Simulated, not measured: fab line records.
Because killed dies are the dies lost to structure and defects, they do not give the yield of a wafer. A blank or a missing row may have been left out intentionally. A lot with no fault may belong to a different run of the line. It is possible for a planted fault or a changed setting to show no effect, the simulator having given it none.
fab line records -- flow sky130 -- part 2 of 2: steps 44 to 44 of 44
[record] lots = 6, wafers = 18, lastDay = 50
route steps=708 shown VIA2@527 METAL3@532 CAPM@537 PAD_OPEN@708
lots with no fault: from the same line, run without faults
startH: start of the lot's first displayed wafer, in hours after the record's first day -- waitH: hours from the lot's prior step to this one -- " identical to the entry in the row above -- L1.1+2: a single row standing in for several wafers -- - no value present, or no start provided -- * or withheld: withheld -- < > ~ a bound
route shown NAME@n: a module of which the file shows steps, and the number in the route of the first -- usual: mean/standard deviation taken from wafers without a fault -- same: alike in all rows -- chamber/n: place in a boat -- sites: the reading at each site -- _std_site: standard deviation across them -- _edge_site: the outer-site mean with the inner-site mean subtracted -- radiusMm: how far each site lies from the wafer's centre -- mask NAME#n: copy n -- behind: the last tool/chamber to shape the wafer -- hold: cause of the lot's hold/its duration in hours/its outcome -- device: names the non-switching transistor (n, p or np) -- end of line: the route-end tests of the same wafers -- step lacking rows: just its recipe -- killed: the dies lost at the first sort to structure and to defects; this is not the yield of the wafer -- map: a wafer's dies, marking killed ones x, the rest . and places with no die _
set.NAME: the run value of the setting; set.NAME@STEP: its run value at that earlier step -- model.NAME: the simulator's own value behind a step, which no gauge read
a table for each step, a row for each wafer; lots at some steps of the route
services: a tool's chamber out of use, with start hour (startH, from the record's first day; less than 0 if before it), hours out, and reason
[[steps]]
[step SKY_PAD_OPEN_PROBE_99]
[usual] defectLimitedYield = 82.6/2, killed_at_M0_to_M3 = 43/7.3, killed_at_M4_up = 3.4/1.7, killedAtContacts = 24/4.5, killedAtFrontEnd = 16/4.4, killedAtOther = 0.2/0.51, killedDies = 86/9.7, killedOpen = 46/6.6, killedShort = 39/7.1, sort_bin_3_pad_short = 0.9/0.45, sort_bin_5_function = 10.4/1.4, sort_bin_6_memory = 6.2/1.2, sortNPass = 406/9.7, sortYieldPct = 82.6/2
[same] grossDies = 492, killedAtBackSide = 0, sort_bin_4_leakage[%] = 0, sort_bin_8_speed[%] = 0
lot.wafer,tool,chamber,startH,waitH,defectLimitedYield[%],killed_at_M0_to_M3,killed_at_M4_up,killedAtContacts,killedAtFrontEnd,killedAtOther,killedDies,killedOpen,killedShort,sort_bin_3_pad_short[%],sort_bin_5_function[%],sort_bin_6_memory[%],sortNPass,sortYieldPct[%],model.etest.capMim.plateOhmSq,model.etest.capMim.leakLog10ACm2
L795.1,prober-01,-,1076.68,0.1,81.9,41,3,19,26,0,89,49,38,1.2,12.0,4.9,403,81.9,6.141,-9.058
L795.2,prober-01,-,1076.73,0.1,83.7,46,3,21,10,0,80,44,35,0.6,9.8,5.9,412,83.7,6.094,-8.867
L795.3,prober-01,-,1076.78,0.2,85.8,33,1,23,13,0,70,44,25,0.4,8.1,5.7,422,85.8,6.014,-8.819
L797.1,prober-01,-,1095.07,0.1,83.1,41,1,22,18,1,83,57,25,0.6,10.0,6.3,409,83.1,6.07,-8.958
L797.2,prober-01,-,1095.12,0.1,83.7,43,4,21,12,0,80,47,33,0.4,9.6,6.3,412,83.7,6.103,-9.03
L797.3,prober-01,-,1095.17,0.2,82.3,40,2,24,20,1,87,40,46,0.6,9.6,7.5,405,82.3,6.042,-9.052
L807.2,prober-01,-,1179.01,0.1,81.3,45,3,23,21,0,92,51,38,0.2,11.2,7.3,400,81.3,6.455,-8.977
L807.4,prober-01,-,1179.11,0.2,80.5,49,3,27,17,0,96,55,40,0.8,11.4,7.3,396,80.5,6.525,-8.689
L807.5,prober-01,-,1179.16,0.2,79.5,49,4,30,18,0,101,63,38,0.8,13.4,6.3,391,79.5,6.452,-8.75
L808.1,prober-01,-,1181.96,0.1,87.0,33,3,15,13,0,64,35,29,0.8,7.1,5.1,428,87.0,6.46,-8.917
L808.4,prober-01,-,1182.11,0.2,82.9,39,5,23,17,0,84,61,22,0.4,10.8,5.9,408,82.9,6.495,-9.14
L808.5,prober-01,-,1182.16,0.2,84.6,44,3,23,6,0,76,41,35,0.6,9.1,5.7,416,84.6,6.389,-9.001
L813.1,prober-01,-,1190.90,0.1,80.9,49,7,19,19,0,94,49,45,0.6,11.8,6.7,398,80.9,6.202,-8.847
L813.3,prober-01,-,1191.00,0.2,77.2,60,3,30,18,1,112,52,59,1.4,12.6,8.7,380,77.2,6.07,-9.061
L813.5,prober-01,-,1191.10,0.2,80.7,53,5,18,19,0,95,46,48,2.0,11.2,6.1,397,80.7,6.17,-9.064
L814.3,prober-01,-,1191.30,0.3,83.9,33,5,26,15,0,79,44,35,0.8,10.4,4.9,413,83.9,6.045,-8.955
L814.4,prober-01,-,1191.35,0.3,84.8,32,1,22,20,0,75,39,36,0.6,9.3,5.3,417,84.8,6.054,-9.199
L814.6,prober-01,-,1191.45,0.3,81.9,48,2,29,10,0,89,52,37,1.0,10.4,6.7,403,81.9,6.017,-8.924
// killed by level:class
L795.1 VIA2:geometricParticle:open=14 VIA1:geometricParticle:open=8 FIELD_ISO:geometricParticle:short=7 FIELD_ISO:geometricParticle:open=6 CONTACT:geometricParticle:short=5 CONTACT:geometricParticle:open=5 VIA3:geometricParticle:open=5 POLY_GATE:geometricParticle:short=4
L795.2 VIA1:geometricParticle:open=14 CONTACT:geometricParticle:open=7 VIA2:geometricParticle:open=7 VIA3:geometricParticle:open=6 POLY_GATE:geometricParticle:short=4 LI_CONTACT:geometricParticle:open=4 LOCAL_INTERCONNECT:geometricParticle:short=4 METAL1:geometricParticle:short=4
L795.3 CONTACT:geometricParticle:open=13 VIA3:geometricParticle:open=8 VIA2:geometricParticle:open=5 VIA1:geometricParticle:short=4 VIA1:geometricParticle:open=4 FIELD_ISO:geometricParticle:short=3 FIELD_ISO:geometricParticle:open=3 POLY_GATE:geometricParticle:open=3
L797.1 VIA1:geometricParticle:open=12 VIA3:geometricParticle:open=12 CONTACT:geometricParticle:open=11 FIELD_ISO:geometricParticle:open=6 METAL2:geometricParticle:short=5 VIA2:geometricParticle:open=5 LI_CONTACT:geometricParticle:open=4 CONTACT:geometricParticle:short=4
L797.2 VIA1:geometricParticle:open=12 LI_CONTACT:geometricParticle:open=8 VIA3:geometricParticle:open=8 CONTACT:geometricParticle:short=6 METAL2:geometricParticle:short=5 VIA2:geometricParticle:open=5 POLY_GATE:geometricParticle:short=4 SPACER:geometricParticle:open=4
L797.3 VIA3:geometricParticle:open=10 CONTACT:geometricParticle:open=7 POLY_GATE:geometricParticle:short=6 METAL1:geometricParticle:short=6 VIA1:geometricParticle:open=6 FIELD_ISO:geometricParticle:short=5 FIELD_ISO:geometricParticle:open=5 LI_CONTACT:geometricParticle:open=5
L807.2 VIA1:geometricParticle:open=13 CONTACT:geometricParticle:open=11 METAL2:geometricParticle:short=8 VIA1:geometricParticle:short=7 FIELD_ISO:geometricParticle:open=6 VIA2:geometricParticle:open=5 LOCAL_INTERCONNECT:geometricParticle:short=4 VIA3:geometricParticle:open=4
L807.4 VIA1:geometricParticle:open=11 CONTACT:geometricParticle:open=9 FIELD_ISO:geometricParticle:open=7 METAL2:geometricParticle:short=6 LI_CONTACT:geometricParticle:open=6 VIA2:geometricParticle:short=6 VIA2:geometricParticle:open=6 VIA3:geometricParticle:open=6
L807.5 VIA1:geometricParticle:open=17 CONTACT:geometricParticle:open=11 CONTACT:geometricParticle:short=8 VIA1:geometricParticle:short=7 FIELD_ISO:geometricParticle:open=6 POLY_GATE:geometricParticle:open=6 LI_CONTACT:geometricParticle:open=6 VIA3:geometricParticle:short=6
L808.1 VIA1:geometricParticle:open=11 CONTACT:geometricParticle:open=6 METAL1:geometricParticle:short=5 POLY_GATE:geometricParticle:open=4 METAL2:geometricParticle:short=4 FIELD_ISO:geometricParticle:open=3 LOCAL_INTERCONNECT:geometricParticle:open=3 POLY_GATE:geometricParticle:short=3
L808.4 VIA1:geometricParticle:open=11 LI_CONTACT:geometricParticle:open=10 CONTACT:geometricParticle:open=9 VIA2:geometricParticle:open=8 VIA3:geometricParticle:open=7 METAL4:geometricParticle:open=5 SPACER:geometricParticle:open=4 VIA2:geometricParticle:short=4
L808.5 VIA1:geometricParticle:open=9 VIA2:geometricParticle:open=9 CONTACT:geometricParticle:open=8 VIA1:geometricParticle:short=6 LI_CONTACT:geometricParticle:open=5 LOCAL_INTERCONNECT:geometricParticle:short=5 METAL2:geometricParticle:short=4 VIA2:geometricParticle:short=4
L813.1 VIA2:geometricParticle:open=11 VIA1:geometricParticle:open=9 METAL2:geometricParticle:short=6 LI_CONTACT:geometricParticle:open=6 CONTACT:geometricParticle:open=6 FIELD_ISO:geometricParticle:short=4 POLY_GATE:geometricParticle:short=4 VIA1:geometricParticle:short=4
L813.3 VIA1:geometricParticle:open=16 CONTACT:geometricParticle:short=11 CONTACT:geometricParticle:open=11 METAL2:geometricParticle:short=9 VIA1:geometricParticle:short=9 VIA2:geometricParticle:open=6 POLY_CUT:geometricParticle:short=5 LI_CONTACT:geometricParticle:open=5
L813.5 VIA2:geometricParticle:open=13 LI_CONTACT:geometricParticle:open=8 POLY_GATE:geometricParticle:short=7 VIA1:geometricParticle:short=6 METAL2:geometricParticle:short=6 VIA2:geometricParticle:short=6 VIA3:geometricParticle:open=6 CONTACT:geometricParticle:open=5
L814.3 CONTACT:geometricParticle:open=13 VIA1:geometricParticle:open=11 CONTACT:geometricParticle:short=7 LI_CONTACT:geometricParticle:open=6 FIELD_ISO:geometricParticle:short=4 METAL2:geometricParticle:short=4 VIA2:geometricParticle:open=4 FIELD_ISO:geometricParticle:open=3
L814.4 CONTACT:geometricParticle:open=10 FIELD_ISO:geometricParticle:open=5 POLY_GATE:geometricParticle:open=5 LOCAL_INTERCONNECT:geometricParticle:short=5 METAL2:geometricParticle:short=5 METAL1:geometricParticle:short=4 VIA1:geometricParticle:short=4 VIA1:geometricParticle:open=4
L814.6 VIA1:geometricParticle:open=13 CONTACT:geometricParticle:open=12 VIA2:geometricParticle:open=10 LI_CONTACT:geometricParticle:open=7 FIELD_ISO:geometricParticle:short=6 VIA1:geometricParticle:short=6 CONTACT:geometricParticle:short=5 METAL1:geometricParticle:short=5
[[services]]
tool,chamber,startH,hours,kind
pvdSputter-02,-,834.71,1.1,repair
plasmaAsher-03,-,840.66,1.6,repair
plasmaAsher-01,-,861.32,14.2,pm
wetBench-03,-,876.94,37.2,repair
plasmaAsher-04,-,879.95,4.5,repair
pvdSputter-02,-,887.64,3.4,repair
pvdSputter-01,-,890.77,4.1,repair
plasmaAsher-01,-,902.30,0.4,repair
pvdSputter-02,-,904.31,11.8,repair
plasmaAsher-01,-,912.72,3.7,repair
wetBench-03,-,914.18,1.9,pm
pvdSputter-01,-,925.11,1.4,repair
rieMetal-02,-,959.01,0.9,repair
wetBench-03,-,960.73,8.2,repair
plasmaAsher-04,-,980.15,4.3,pm
pvdSputter-04,-,984.55,0.5,repair
pvdSputter-03,-,995.72,0.8,repair
plasmaAsher-01,-,995.79,9.6,repair
pvdSputter-02,-,997.52,1.9,repair
pvdSputter-03,-,998.51,4.1,repair
plasmaAsher-03,-,1010.90,2.8,pm
pvdSputter-04,-,1027.12,3.1,repair
pvdSputter-01,-,1028.70,2.3,repair
pvdSputter-03,-,1030.25,5.6,repair
[[key]]
[firstSign] step = SKY_CAPM_RS_MEAS_03, reading = CAPM_TIN_RS, direction = up, sigmas = 6.9, usual = 6.95, struck = 7.46
[effect] step = SKY_CAPM_THK_MEAS_04, reading = CAPM_TIN_THK, direction = down, sigmas = 5.3, usual = 199.5, struck = 186.8
[effect] step = SKY_CAPM_METAL_ETCH_13, reading = oesProductAu, direction = down, sigmas = 4.9, usual = 0.938, struck = 0.901
[modelEffect] step = SKY_CAPM_SPUTTER_02, value = TiN_of_CAPM_SPUTTER_02.thkNm, without = 200, struck = 185.6
[modelEffect] step = SKY_METAL3_STRIP_20, value = TiN_of_CAPM_SPUTTER_02.thkNm, without = 199.2, struck = 184.7
[modelEffect] step = SKY_PAD_OPEN_PROBE_99, value = etest.capMim.plateOhmSq, without = 5.997, struck = 6.463
metAt SKY_CAPM_SPUTTER_02
struckWafers L807.2,L807.4,L807.5,L808.1,L808.4,L808.5
onsetBetween 872.73 984.37
[fault] kind = processParameterDrift, tool = pvdSputter-03, chamber = -, onsetH = 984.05, steps = SKY_CAPM_SPUTTER_02, channel = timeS, offset = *, shape = step, endH = 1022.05, actsIn = *, stated = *
